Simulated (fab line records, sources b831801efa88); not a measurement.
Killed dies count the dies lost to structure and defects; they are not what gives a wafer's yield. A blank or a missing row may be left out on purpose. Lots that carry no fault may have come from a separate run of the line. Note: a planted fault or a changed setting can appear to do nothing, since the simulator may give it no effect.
Which tool did it?	flow sky130	11 lots with 33 wafers sampled at 6 steps, on a route of 708 steps

## WHAT THE GAUGES READ, wafer by wafer
SKY_CONTACT_THK_MEAS_01.
lot	measured	on	CONTACT_CVD_00_THK (nm)
L904	day 30 01:13	film-metro-04	74.6 75.6 75.7
L907	day 31 23:14	film-metro-01	74.1 73.5 74.4
L909	day 32 10:15	film-metro-01	73.8 75.8 75.9
L908	day 32 11:17	film-metro-03	76.0 76.9 76.9
L910	day 32 18:58	film-metro-03	75.1 75.7 74.5
L911	day 32 21:38	film-metro-01	73.9 74.9 74.1
L912	day 33 09:15	film-metro-01	74.7 74.9 75.6
L915	day 34 10:42	film-metro-01	74.0 74.1 74.6
L919	day 35 09:46	film-metro-01	74.6 74.0 74.7
L923	day 37 15:24	film-metro-01	72.6 73.7 74.2
L926	day 37 18:50	film-metro-03	72.9 73.6 73.2

SKY_METAL1_RS_MEAS_05: uses a four-point probe to measure.
lot	measured	on	METAL1_ALCU_RS (ohm/sq)
L904	day 31 06:46	film-metro-03	0.1307 0.1255 0.1256
L907	day 33 04:28	film-metro-03	0.1247 0.1259 0.1260
L909	day 33 15:39	film-metro-02	0.1278 0.1301 0.1299
L908	day 33 16:08	film-metro-02	0.1259 0.1281 0.1259
L910	day 33 23:02	film-metro-03	0.1262 0.1268 0.1255
L911	day 34 02:20	film-metro-02	0.1311 0.1283 0.1294
L912	day 34 13:56	film-metro-02	0.1260 0.1267 0.1279
L915	day 35 15:16	film-metro-02	0.1253 0.1278 0.1265
L919	day 36 14:38	film-metro-02	0.1245 0.1298 0.1256
L923	day 38 18:05	film-metro-03	0.1255 0.1254 0.1365
L926	day 38 22:16	film-metro-04	0.1248 0.1243 0.1245

SKY_METAL1_THK_MEAS_06: measures by xrf.
lot	measured	on	METAL1_ALCU_THK (nm)
L904	day 31 06:52	film-metro-03	243 252 252
L907	day 33 04:35	film-metro-03	254 251 251
L909	day 33 15:46	film-metro-02	249 245 246
L908	day 33 16:14	film-metro-02	257 249 255
L910	day 33 23:09	film-metro-03	250 249 251
L911	day 34 02:27	film-metro-02	242 248 247
L912	day 34 14:03	film-metro-02	254 251 247
L915	day 35 15:23	film-metro-02	256 251 253
L919	day 36 14:45	film-metro-02	256 246 257
L923	day 38 18:12	film-metro-03	254 255 233
L926	day 38 22:22	film-metro-04	252 251 253

## EACH LOT AND THE TOOL THAT RAN IT (in order: tool; ch and the chambers of the sampled wafers; start)
lot	SKY_CONTACT_CVD_00	SKY_METAL1_SPUTTER_02	SKY_METAL1_SPUTTER_04
L904	pecvd-01 ch 0,1, day 30 01:11	pvd-sputter-02, day 31 06:39	pvd-sputter-02, day 31 06:41
L907	pecvd-04 ch 0,1, day 31 23:11	pvd-sputter-03, day 33 04:23	pvd-sputter-03, day 33 04:25
L909	pecvd-04 ch 0,2, day 32 10:13	pvd-sputter-01, day 33 15:28	pvd-sputter-01, day 33 15:31
L908	pecvd-01 ch 0,1,2, day 32 11:14	pvd-sputter-03, day 33 16:00	pvd-sputter-03, day 33 16:02
L910	pecvd-02 ch 0,1,2, day 32 18:55	pvd-sputter-03, day 33 22:56	pvd-sputter-03, day 33 22:58
L911	pecvd-04 ch 0,1,2, day 32 21:37	pvd-sputter-01, day 34 02:14	pvd-sputter-01, day 34 02:17
L912	pecvd-02 ch 0,2, day 33 09:13	pvd-sputter-03, day 34 13:50	pvd-sputter-03, day 34 13:53
L915	pecvd-02 ch 0,1, day 34 10:40	pvd-sputter-01, day 35 15:11	pvd-sputter-01, day 35 15:13
L919	pecvd-01 ch 1,2, day 35 09:44	pvd-sputter-02, day 36 14:32	pvd-sputter-02, day 36 14:35
L923	pecvd-02 ch 0,1, day 37 15:22	pvd-sputter-01, day 38 17:59	pvd-sputter-01, day 38 18:02
L926	pecvd-01 ch 1,2, day 37 18:47	pvd-sputter-02, day 38 22:09	pvd-sputter-02, day 38 22:11
- SKY_CONTACT_CVD_00: deposits Si3N4, target thk 75 nm.
- SKY_METAL1_SPUTTER_02: material AlCu, target thk 250 nm, time 13.3 s.
- SKY_METAL1_SPUTTER_04: material TiN, target thk 70 nm, time 58.3 s.

## AS READ BY THE TOOLS THEMSELVES (means over the sampled wafers that have a number; for cases with no such wafer, the mark the record gives instead)
SKY_CONTACT_CVD_00.
lot	tool	heater-power-w (W)
L904	pecvd-01	690
L907	pecvd-04	756
L909	pecvd-04	795
L908	pecvd-01	680
L910	pecvd-02	759
L911	pecvd-04	854
L912	pecvd-02	761
L915	pecvd-02	660
L919	pecvd-01	786
L923	pecvd-02	667
L926	pecvd-01	699

SKY_METAL1_SPUTTER_02.
lot	tool	cathode-dc-power-W (W)	throttle-valve-pct (%)
L904	pvd-sputter-02	10602	31.3
L907	pvd-sputter-03	10598	29.0
L909	pvd-sputter-01	10599	30.4
L908	pvd-sputter-03	10599	28.9
L910	pvd-sputter-03	10599	28.2
L911	pvd-sputter-01	10600	30.4
L912	pvd-sputter-03	10600	29.1
L915	pvd-sputter-01	10600	30.6
L919	pvd-sputter-02	10600	30.5
L923	pvd-sputter-01	10348	29.9
L926	pvd-sputter-02	10599	29.9

SKY_METAL1_SPUTTER_04.
lot	tool	cathode-dc-power-W (W)	throttle-valve-pct (%)
L904	pvd-sputter-02	6499.5	31.2
L907	pvd-sputter-03	6501.4	29.0
L909	pvd-sputter-01	6500.3	30.3
L908	pvd-sputter-03	6500.2	28.9
L910	pvd-sputter-03	6499.2	28.1
L911	pvd-sputter-01	6499.1	30.4
L912	pvd-sputter-03	6500.7	29.1
L915	pvd-sputter-01	6499.7	30.5
L919	pvd-sputter-02	6500.6	30.4
L923	pvd-sputter-01	6499.8	30.0
L926	pvd-sputter-02	6501.0	30.2

## THE ANSWER, worked out from the rows above alone
Rule: usual is defined by the lots themselves. The widest of any qualifying gaps counts: lots, ordered by their means at a reading, are off when they make up no more than a third of the lots, leave a main group of 4 or more, and stand apart from it by 3 or more times the standard deviation of that group's means. A main group whose means are all the same, to the digits that the tables above print for the reading, isn't used. Also off: a lot with no number at a reading for which 4 or more lots have one. Where the step has rows for the other lots, those lots are counted as sound. First the gauges in route order, then the tools' own readings, where a lot's mean is used as printed above. At the first step where some lot is off, the reading lying furthest off is the one used; lots without a number count as furthest.
Off, at SKY_METAL1_SPUTTER_02 on cathode-dc-power-W: L923. The main group has a mean of 10600 W with a standard deviation of 1.
A tool fits if, at that step or a process step before it, it ran every lot that is off, and no sound lot after the first of them. This does not decide it: 2 tools fit, namely pecvd-02 at SKY_CONTACT_CVD_00 and pvd-sputter-01 at SKY_METAL1_SPUTTER_02.

## WHAT THE SIMULATOR HAD PUT IN
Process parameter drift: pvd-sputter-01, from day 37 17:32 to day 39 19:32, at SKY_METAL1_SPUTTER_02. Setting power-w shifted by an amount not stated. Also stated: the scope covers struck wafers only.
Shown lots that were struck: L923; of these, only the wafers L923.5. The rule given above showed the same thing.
